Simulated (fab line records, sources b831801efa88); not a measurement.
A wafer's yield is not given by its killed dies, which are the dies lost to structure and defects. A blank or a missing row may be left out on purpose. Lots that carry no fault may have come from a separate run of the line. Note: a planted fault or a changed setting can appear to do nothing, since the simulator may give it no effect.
Matching of chambers :: flow sky130 :: 4 sister chambers for SKY_METAL4_ETCH_17 on rie-diel-01
The step etches SiO2 in C4F8/O2/Ar, stops on TiN, time 3.9 s, target depth 15 nm. 8 wafers are shown with their chamber, then 10 later ones without.

## EACH WAFER AND ITS CHAMBER
wafer: L081.1
chamber: 2
rf-fwd-power-W (W): 1464
chamber-pressure-mTorr (mTorr): 40.02

wafer: L086.2
chamber: 0
rf-fwd-power-W (W): 1480
chamber-pressure-mTorr (mTorr): 39.91

wafer: L086.6
chamber: 0
rf-fwd-power-W (W): 1465
chamber-pressure-mTorr (mTorr): 40.00

wafer: L087.2
chamber: 1
rf-fwd-power-W (W): 1460
chamber-pressure-mTorr (mTorr): 39.99

wafer: L087.3
chamber: 3
rf-fwd-power-W (W): 1463
chamber-pressure-mTorr (mTorr): 40.02

wafer: L087.5
chamber: 2
rf-fwd-power-W (W): 1472
chamber-pressure-mTorr (mTorr): 40.03

wafer: L093.1
chamber: 3
rf-fwd-power-W (W): 1460
chamber-pressure-mTorr (mTorr): 39.99

wafer: L093.3
chamber: 1
rf-fwd-power-W (W): 1460
chamber-pressure-mTorr (mTorr): 39.98

## WAFERS WITH NO CHAMBER GIVEN
wafer: L093.5
rf-fwd-power-W (W): 1466
chamber-pressure-mTorr (mTorr): 40.01

wafer: L091.1
rf-fwd-power-W (W): 1458
chamber-pressure-mTorr (mTorr): 40.03

wafer: L091.2
rf-fwd-power-W (W): 1461
chamber-pressure-mTorr (mTorr): 40.04

wafer: L091.3
rf-fwd-power-W (W): 1466
chamber-pressure-mTorr (mTorr): 40.02

wafer: L092.2
rf-fwd-power-W (W): 1464
chamber-pressure-mTorr (mTorr): 40.00

wafer: L092.3
rf-fwd-power-W (W): 1475
chamber-pressure-mTorr (mTorr): 39.97

wafer: L092.5
rf-fwd-power-W (W): 1471
chamber-pressure-mTorr (mTorr): 40.04

wafer: L097.1
rf-fwd-power-W (W): 1472
chamber-pressure-mTorr (mTorr): 39.97

wafer: L097.2
rf-fwd-power-W (W): 1462
chamber-pressure-mTorr (mTorr): 40.02

wafer: L097.4
rf-fwd-power-W (W): 1467
chamber-pressure-mTorr (mTorr): 40.01

## THE CHAMBER EACH PASSED THROUGH
wafer: L093.5
from the rows above: can't be placed: 2 or 3 or 1 or 0
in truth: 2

wafer: L091.1
from the rows above: can't be placed: 3 or 1 or 2
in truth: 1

wafer: L091.2
from the rows above: can't be placed: 3 or 2 or 1
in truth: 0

wafer: L091.3
from the rows above: can't be placed: 2 or 3 or 1 or 0
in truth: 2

wafer: L092.2
from the rows above: can't be placed: 3 or 1 or 2 or 0
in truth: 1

wafer: L092.3
from the rows above: can't be placed: 0 or 2 or 3 or 1
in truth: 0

wafer: L092.5
from the rows above: can't be placed: 2 or 3 or 1 or 0
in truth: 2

wafer: L097.1
from the rows above: can't be placed: 0 or 2 or 3 or 1
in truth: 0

wafer: L097.2
from the rows above: can't be placed: 3 or 2 or 1
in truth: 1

wafer: L097.4
from the rows above: can't be placed: 2 or 3 or 1 or 0
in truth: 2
Correct placement for 0 of the 10. Can't be placed from these rows: 10 (the true chamber is among the candidates in 9). Placed wrongly: 0.
How it was worked out, from the rows above alone: a wafer's distance from a chamber is the root of the sum, over the readings, of the square of ((its reading less the chamber's mean) divided by the reading's scatter). If the next closest chamber is less than 2 further off than the closest, the wafer can't be placed; otherwise it belongs to the closest. A chamber's mean is the mean of its shown wafers. The scatter: take each reading less its chamber's mean, square it, sum over the shown wafers, divide by the number of wafers less the number of chambers, and take the root.
